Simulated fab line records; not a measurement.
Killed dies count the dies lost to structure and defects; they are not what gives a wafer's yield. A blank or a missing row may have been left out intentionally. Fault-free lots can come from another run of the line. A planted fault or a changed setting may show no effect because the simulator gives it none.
Which of the tools did it? / flow sfq-line / 14 lots with 42 wafers sampled at 4 steps, on a route of 325 steps

== WHAT EACH GAUGE READ, for each wafer ==
SFQ_M8_BOW_MEAS_951.
lot=L317; measured=day 82 09:23; on=film-metro-02; M8_BOW (um)=-8 6 4
lot=L318; measured=day 83 23:57; on=film-metro-04; M8_BOW (um)=-4 12 -8
lot=L319; measured=day 84 02:25; on=film-metro-04; M8_BOW (um)=23 21 26
lot=L323; measured=day 89 14:13; on=film-metro-04; M8_BOW (um)=4 1 12
lot=L324; measured=day 89 16:37; on=film-metro-02; M8_BOW (um)=-4 -10 -8
lot=L325; measured=day 89 17:50; on=film-metro-01; M8_BOW (um)=17 21 18
lot=L328; measured=day 90 02:14; on=film-metro-04; M8_BOW (um)=13 21 16
lot=L329; measured=day 90 05:50; on=film-metro-02; M8_BOW (um)=-3 20 11
lot=L330; measured=day 90 07:01; on=film-metro-04; M8_BOW (um)=3 20 10
lot=L332; measured=day 91 11:20; on=film-metro-04; M8_BOW (um)=19 26 11
lot=L333; measured=day 91 12:45; on=film-metro-04; M8_BOW (um)=-1 2 -7
lot=L334; measured=day 91 15:08; on=film-metro-01; M8_BOW (um)=14 12 29
lot=L339; measured=day 91 22:20; on=film-metro-02; M8_BOW (um)=22 11 17
lot=L340; measured=day 91 23:22; on=film-metro-02; M8_BOW (um)=-2 -3 9

== WHAT TOOL EACH LOT RAN ON (gives the tool, then ch and the chambers of the sampled wafers, and finally the start) ==
lot=L317; SFQ_TRILAYER_L0_VIA_BARC_OPEN_VIA_ETCH_021=rie-diel-03 ch 0,3, day 7 00:22; SFQ_TRILAYER_M3_STRIP_STRIP_079=rie-metal-02 ch 0,1, day 46 12:50; SFQ_TRILAYER_R5_DEP_SPUTTER_133=pvd-sputter-05, day 65 03:28
lot=L318; SFQ_TRILAYER_L0_VIA_BARC_OPEN_VIA_ETCH_021=rie-diel-02 ch 1,2,3, day 7 06:22; SFQ_TRILAYER_M3_STRIP_STRIP_079=rie-metal-01 ch 0,1, day 46 23:26; SFQ_TRILAYER_R5_DEP_SPUTTER_133=pvd-sputter-03, day 65 06:26
lot=L319; SFQ_TRILAYER_L0_VIA_BARC_OPEN_VIA_ETCH_021=rie-diel-01 ch 0,3, day 7 09:58; SFQ_TRILAYER_M3_STRIP_STRIP_079=rie-metal-02 ch 0,1, day 47 09:14; SFQ_TRILAYER_R5_DEP_SPUTTER_133=pvd-sputter-04, day 65 15:29
lot=L323; SFQ_TRILAYER_L0_VIA_BARC_OPEN_VIA_ETCH_021=rie-diel-01 ch 1,3, day 8 17:50; SFQ_TRILAYER_M3_STRIP_STRIP_079=rie-metal-04 ch 0,1, day 50 03:18; SFQ_TRILAYER_R5_DEP_SPUTTER_133=pvd-sputter-03, day 67 21:26
lot=L324; SFQ_TRILAYER_L0_VIA_BARC_OPEN_VIA_ETCH_021=rie-diel-02 ch 1,3, day 8 23:50; SFQ_TRILAYER_M3_STRIP_STRIP_079=rie-metal-04 ch 0, day 50 06:54; SFQ_TRILAYER_R5_DEP_SPUTTER_133=pvd-sputter-04, day 67 21:44
lot=L325; SFQ_TRILAYER_L0_VIA_BARC_OPEN_VIA_ETCH_021=rie-diel-01 ch 1,2,3, day 9 02:14; SFQ_TRILAYER_M3_STRIP_STRIP_079=rie-metal-02 ch 0,1, day 50 13:19; SFQ_TRILAYER_R5_DEP_SPUTTER_133=pvd-sputter-04, day 68 00:26
lot=L328; SFQ_TRILAYER_L0_VIA_BARC_OPEN_VIA_ETCH_021=rie-diel-01 ch 0,3, day 9 15:26; SFQ_TRILAYER_M3_STRIP_STRIP_079=rie-metal-01 ch 0,1, day 51 03:43; SFQ_TRILAYER_R5_DEP_SPUTTER_133=pvd-sputter-03, day 68 13:26
lot=L329; SFQ_TRILAYER_L0_VIA_BARC_OPEN_VIA_ETCH_021=rie-diel-03 ch 0,2,3, day 9 20:14; SFQ_TRILAYER_M3_STRIP_STRIP_079=rie-metal-02 ch 0, day 51 18:31; SFQ_TRILAYER_R5_DEP_SPUTTER_133=pvd-sputter-05, day 68 15:29
lot=L330; SFQ_TRILAYER_L0_VIA_BARC_OPEN_VIA_ETCH_021=rie-diel-03 ch 0,2,3, day 9 21:26; SFQ_TRILAYER_M3_STRIP_STRIP_079=rie-metal-01 ch 0,1, day 52 02:19; SFQ_TRILAYER_R5_DEP_SPUTTER_133=pvd-sputter-04, day 68 18:29
lot=L332; SFQ_TRILAYER_L0_VIA_BARC_OPEN_VIA_ETCH_021=rie-diel-03 ch 1,2,3, day 11 13:02; SFQ_TRILAYER_M3_STRIP_STRIP_079=rie-metal-04 ch 0, day 53 04:55; SFQ_TRILAYER_R5_DEP_SPUTTER_133=pvd-sputter-04, day 69 08:55
lot=L333; SFQ_TRILAYER_L0_VIA_BARC_OPEN_VIA_ETCH_021=rie-diel-01 ch 1,2,3, day 11 16:38; SFQ_TRILAYER_M3_STRIP_STRIP_079=rie-metal-01 ch 0,1, day 53 07:19; SFQ_TRILAYER_R5_DEP_SPUTTER_133=pvd-sputter-03, day 69 19:50
lot=L334; SFQ_TRILAYER_L0_VIA_BARC_OPEN_VIA_ETCH_021=rie-diel-02 ch 1,2, day 12 02:14; SFQ_TRILAYER_M3_STRIP_STRIP_079=rie-metal-02 ch 0, day 54 02:30; SFQ_TRILAYER_R5_DEP_SPUTTER_133=pvd-sputter-03, day 70 15:22
lot=L339; SFQ_TRILAYER_L0_VIA_BARC_OPEN_VIA_ETCH_021=rie-diel-03 ch 0,1, day 13 20:01; SFQ_TRILAYER_M3_STRIP_STRIP_079=rie-metal-02 ch 1, day 57 05:10; SFQ_TRILAYER_R5_DEP_SPUTTER_133=pvd-sputter-03, day 71 00:41
lot=L340; SFQ_TRILAYER_L0_VIA_BARC_OPEN_VIA_ETCH_021=rie-diel-03 ch 0,2,3, day 14 09:13; SFQ_TRILAYER_M3_STRIP_STRIP_079=rie-metal-02 ch 0,1, day 57 09:31; SFQ_TRILAYER_R5_DEP_SPUTTER_133=pvd-sputter-04, day 71 01:50
- SFQ_TRILAYER_L0_VIA_BARC_OPEN_VIA_ETCH_021: etches BARC in O2, target depth 125 nm, time 41.7 s.
- SFQ_TRILAYER_M3_STRIP_STRIP_079: strips in O2.
- SFQ_TRILAYER_R5_DEP_SPUTTER_133: material MoNx, target thk 40 nm, time 66.7 s.

== AS READ BY THE TOOLS THEMSELVES (means over the sampled wafers that have a number; for cases with no such wafer, the mark the record gives instead) ==
SFQ_TRILAYER_L0_VIA_BARC_OPEN_VIA_ETCH_021.
lot=L317; tool=rie-diel-03; drypump-motor-current-A (A)=5.6; oes-product-au (a.u.)=0.685; run-length-s (s)=69.8
lot=L318; tool=rie-diel-02; drypump-motor-current-A (A)=5.7; oes-product-au (a.u.)=0.685; run-length-s (s)=70.3
lot=L319; tool=rie-diel-01; drypump-motor-current-A (A)=6.0; oes-product-au (a.u.)=0.685; run-length-s (s)=70.0
lot=L323; tool=rie-diel-01; drypump-motor-current-A (A)=5.4; oes-product-au (a.u.)=0.689; run-length-s (s)=69.9
lot=L324; tool=rie-diel-02; drypump-motor-current-A (A)=5.9; oes-product-au (a.u.)=0.683; run-length-s (s)=70.0
lot=L325; tool=rie-diel-01; drypump-motor-current-A (A)=5.4; oes-product-au (a.u.)=0.688; run-length-s (s)=70.2
lot=L328; tool=rie-diel-01; drypump-motor-current-A (A)=6.0; oes-product-au (a.u.)=0.690; run-length-s (s)=69.9
lot=L329; tool=rie-diel-03; drypump-motor-current-A (A)=5.3; oes-product-au (a.u.)=0.691; run-length-s (s)=70.0
lot=L330; tool=rie-diel-03; drypump-motor-current-A (A)=5.4; oes-product-au (a.u.)=0.688; run-length-s (s)=70.0
lot=L332; tool=rie-diel-03; drypump-motor-current-A (A)=5.4; oes-product-au (a.u.)=0.685; run-length-s (s)=70.4
lot=L333; tool=rie-diel-01; drypump-motor-current-A (A)=5.4; oes-product-au (a.u.)=0.693; run-length-s (s)=70.0
lot=L334; tool=rie-diel-02; drypump-motor-current-A (A)=5.4; oes-product-au (a.u.)=0.690; run-length-s (s)=70.2
lot=L339; tool=rie-diel-03; drypump-motor-current-A (A)=5.6; oes-product-au (a.u.)=0.716; run-length-s (s)=67.8
lot=L340; tool=rie-diel-03; drypump-motor-current-A (A)=5.3; oes-product-au (a.u.)=0.722; run-length-s (s)=67.8

SFQ_TRILAYER_M3_STRIP_STRIP_079.
lot=L317; tool=rie-metal-02; drypump-motor-current-A (A)=5.8; he-backside-leak-sccm (sccm)=3.28; oes-product-au (a.u.)=0.996
lot=L318; tool=rie-metal-01; drypump-motor-current-A (A)=5.5; he-backside-leak-sccm (sccm)=3.24; oes-product-au (a.u.)=0.989
lot=L319; tool=rie-metal-02; drypump-motor-current-A (A)=5.7; he-backside-leak-sccm (sccm)=3.27; oes-product-au (a.u.)=0.992
lot=L323; tool=rie-metal-04; drypump-motor-current-A (A)=6.5; he-backside-leak-sccm (sccm)=3.42; oes-product-au (a.u.)=1.008
lot=L324; tool=rie-metal-04; drypump-motor-current-A (A)=6.5; he-backside-leak-sccm (sccm)=3.64; oes-product-au (a.u.)=1.000
lot=L325; tool=rie-metal-02; drypump-motor-current-A (A)=5.9; he-backside-leak-sccm (sccm)=3.42; oes-product-au (a.u.)=1.010
lot=L328; tool=rie-metal-01; drypump-motor-current-A (A)=5.5; he-backside-leak-sccm (sccm)=3.55; oes-product-au (a.u.)=0.984
lot=L329; tool=rie-metal-02; drypump-motor-current-A (A)=6.1; he-backside-leak-sccm (sccm)=3.38; oes-product-au (a.u.)=0.995
lot=L330; tool=rie-metal-01; drypump-motor-current-A (A)=5.5; he-backside-leak-sccm (sccm)=3.73; oes-product-au (a.u.)=0.991
lot=L332; tool=rie-metal-04; drypump-motor-current-A (A)=6.5; he-backside-leak-sccm (sccm)=3.62; oes-product-au (a.u.)=1.004
lot=L333; tool=rie-metal-01; drypump-motor-current-A (A)=5.5; he-backside-leak-sccm (sccm)=3.70; oes-product-au (a.u.)=0.994
lot=L334; tool=rie-metal-02; drypump-motor-current-A (A)=6.0; he-backside-leak-sccm (sccm)=3.57; oes-product-au (a.u.)=1.001
lot=L339; tool=rie-metal-02; drypump-motor-current-A (A)=5.6; he-backside-leak-sccm (sccm)=3.41; oes-product-au (a.u.)=1.006
lot=L340; tool=rie-metal-02; drypump-motor-current-A (A)=5.8; he-backside-leak-sccm (sccm)=3.36; oes-product-au (a.u.)=0.997

SFQ_TRILAYER_R5_DEP_SPUTTER_133.
lot=L317; tool=pvd-sputter-05; chamber-pressure-pa (Pa)=0.3997; throttle-valve-pct (%)=29.4
lot=L318; tool=pvd-sputter-03; chamber-pressure-pa (Pa)=0.4006; throttle-valve-pct (%)=31.3
lot=L319; tool=pvd-sputter-04; chamber-pressure-pa (Pa)=0.3998; throttle-valve-pct (%)=30.6
lot=L323; tool=pvd-sputter-03; chamber-pressure-pa (Pa)=0.3998; throttle-valve-pct (%)=30.3
lot=L324; tool=pvd-sputter-04; chamber-pressure-pa (Pa)=0.3996; throttle-valve-pct (%)=31.4
lot=L325; tool=pvd-sputter-04; chamber-pressure-pa (Pa)=0.4001; throttle-valve-pct (%)=30.6
lot=L328; tool=pvd-sputter-03; chamber-pressure-pa (Pa)=0.4003; throttle-valve-pct (%)=30.1
lot=L329; tool=pvd-sputter-05; chamber-pressure-pa (Pa)=0.4012; throttle-valve-pct (%)=29.3
lot=L330; tool=pvd-sputter-04; chamber-pressure-pa (Pa)=0.4008; throttle-valve-pct (%)=30.9
lot=L332; tool=pvd-sputter-04; chamber-pressure-pa (Pa)=0.4011; throttle-valve-pct (%)=30.3
lot=L333; tool=pvd-sputter-03; chamber-pressure-pa (Pa)=0.4008; throttle-valve-pct (%)=31.6
lot=L334; tool=pvd-sputter-03; chamber-pressure-pa (Pa)=0.3997; throttle-valve-pct (%)=31.8
lot=L339; tool=pvd-sputter-03; chamber-pressure-pa (Pa)=0.3997; throttle-valve-pct (%)=31.6
lot=L340; tool=pvd-sputter-04; chamber-pressure-pa (Pa)=0.3997; throttle-valve-pct (%)=30.6

== THE ANSWER, worked out from the rows above alone ==
Rule: usual is defined by the lots themselves. Put in order of their means at a reading, lots are off if they are a third of the lots or fewer, leave a main group of 4 or more, and stand apart from it by a gap of 3 or more times the standard deviation of the main group's means; of several such gaps the widest counts. If all means in a main group match to the digits the tables above print for the reading, that group is not used. Also off: a lot with no number at a reading for which 4 or more lots have one. Any other lot the step has rows for is counted as sound. First the gauges in route order, then the tools' own readings, where a lot's mean is used as printed above. At the first step where some lot is off, the reading lying furthest off is the one used; lots without a number count as furthest.
Off: L339, L340 (SFQ_TRILAYER_L0_VIA_BARC_OPEN_VIA_ETCH_021, run-length-s). Mean 70.1 s and standard deviation 0.17 in the main group.
If a tool, at that step or one of the process steps before it, ran each lot that is off and ran no sound lot following the first of them, it fits. One candidate fits, namely rie-diel-03 at SFQ_TRILAYER_L0_VIA_BARC_OPEN_VIA_ETCH_021. A fault onset in the window from L332 (day 11 13:02, its last sound lot) to L339 (day 13 20:01, its first lot off) fits.
The tool's own readings at SFQ_TRILAYER_L0_VIA_BARC_OPEN_VIA_ETCH_021 bear it out: on the lots that are off they differ by more than 5 times the standard deviation of the sound lots' means. oes-product-au reads 0.719 a.u. there against 0.688 a.u. on the sound lots; run-length-s reads 67.8 s there against 70.1 s on the sound lots.

== WHAT THE SIMULATOR PUT IN ==
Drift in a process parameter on rie-diel-03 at SFQ_TRILAYER_L0_VIA_BARC_OPEN_VIA_ETCH_021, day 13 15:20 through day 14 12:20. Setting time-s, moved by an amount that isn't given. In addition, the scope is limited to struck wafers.
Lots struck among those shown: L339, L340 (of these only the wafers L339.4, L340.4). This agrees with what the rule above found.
